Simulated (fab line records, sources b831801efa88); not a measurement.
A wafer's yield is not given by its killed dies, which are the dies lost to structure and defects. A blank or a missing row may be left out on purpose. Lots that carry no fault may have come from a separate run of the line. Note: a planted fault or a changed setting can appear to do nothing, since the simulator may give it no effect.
The same fault as seen by 2 desks / flow sfq line / every desk sees just its own numbers, and what lay behind them comes last

THE TOOL OWNER'S DESK: litho track-02
The tool's own readings at SFQ_TRILAYER_L0_LITHO_PEB_008 (peb time 60 s): means of the sampled wafers that have a number, for each lot that ran on this tool. If a lot's mean is further than 4 standard deviations from the usual mean, the lot is out of limits and carries the mark OUT (the distance appears in the brackets).
Columns: A = heater power total W at SFQ_TRILAYER_L0_LITHO_PEB_008, usual 79.15 W
lot=L986; first seen here=day 2 23:59; A=79.16
lot=L989; first seen here=day 3 16:47; A=79.15
lot=L990; first seen here=day 3 21:36; A=79.18
lot=L995; first seen here=day 5 01:59; A=79.19
lot=L997; first seen here=day 5 15:11; A=79.17
lot=L101; first seen here=day 6 09:56; A=79.50 (+5.5) OUT
lot=L104; first seen here=day 6 23:06; A=79.69 (+8.5) OUT
lot=L106; first seen here=day 7 11:00; A=80.20 (+17) OUT
Finding of this desk: L101, L104, L106 out of limits; the first was L101 at day 6 09:56, on heater power total W at SFQ_TRILAYER_L0_LITHO_PEB_008. Within limits: L986, L989, L990, L995, L997.

AT THE METROLOGY DESK
What the gauges read for every lot (on any tool): the sampled wafers with a number, averaged. If a lot's mean is further than 4 standard deviations from the usual mean, the lot is out of limits and carries the mark OUT (the distance appears in the brackets).
Columns: A = M2_OVL at SFQ_M2_OVL_MEAS_916, usual -2 nm
lot=L986; first seen here=day 22 06:32; A=-3
lot=L987; first seen here=day 22 19:44; A=-7
lot=L988; first seen here=day 23 19:07; A=2
lot=L989; first seen here=day 24 15:30; A=2
lot=L990; first seen here=day 24 19:06; A=-1
lot=L991; first seen here=day 25 09:37; A=-7
lot=L993; first seen here=day 26 07:49; A=3
lot=L994; first seen here=day 26 18:37; A=1
lot=L995; first seen here=day 26 22:13; A=-10
lot=L997; first seen here=day 28 07:04; A=-1
lot=L100; first seen here=day 29 16:23; A=-4
lot=L101; first seen here=day 30 01:59; A=-6
lot=L104; first seen here=day 30 11:25; A=-2
lot=L106; first seen here=day 31 00:53; A=-6
lot=L108; first seen here=day 31 06:52; A=-12
Result from this desk: across the 15 lots, nothing is out of limits.

PUT TOGETHER
At day 6 09:56, on L101, L104, L106, the tool owner's desk was in a position to raise an alarm.
At the metrology desk, nothing out of limits was observed.
The metrology desk holds a record of L101, L104, L106, inside its limits.
Every lot named ran SFQ_TRILAYER_L0_LITHO_PEB_008 on litho track-02.

WHAT THE SIMULATOR HAD PUT IN
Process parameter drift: litho track-02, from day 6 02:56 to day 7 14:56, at SFQ_TRILAYER_L0_LITHO_PEB_008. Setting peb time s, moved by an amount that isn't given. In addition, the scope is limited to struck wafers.
Lots struck among those shown: L101, L104, L106.
Time in hours from fault onset to the first out-of-limits reading at each desk: the tool owner's desk, 7.
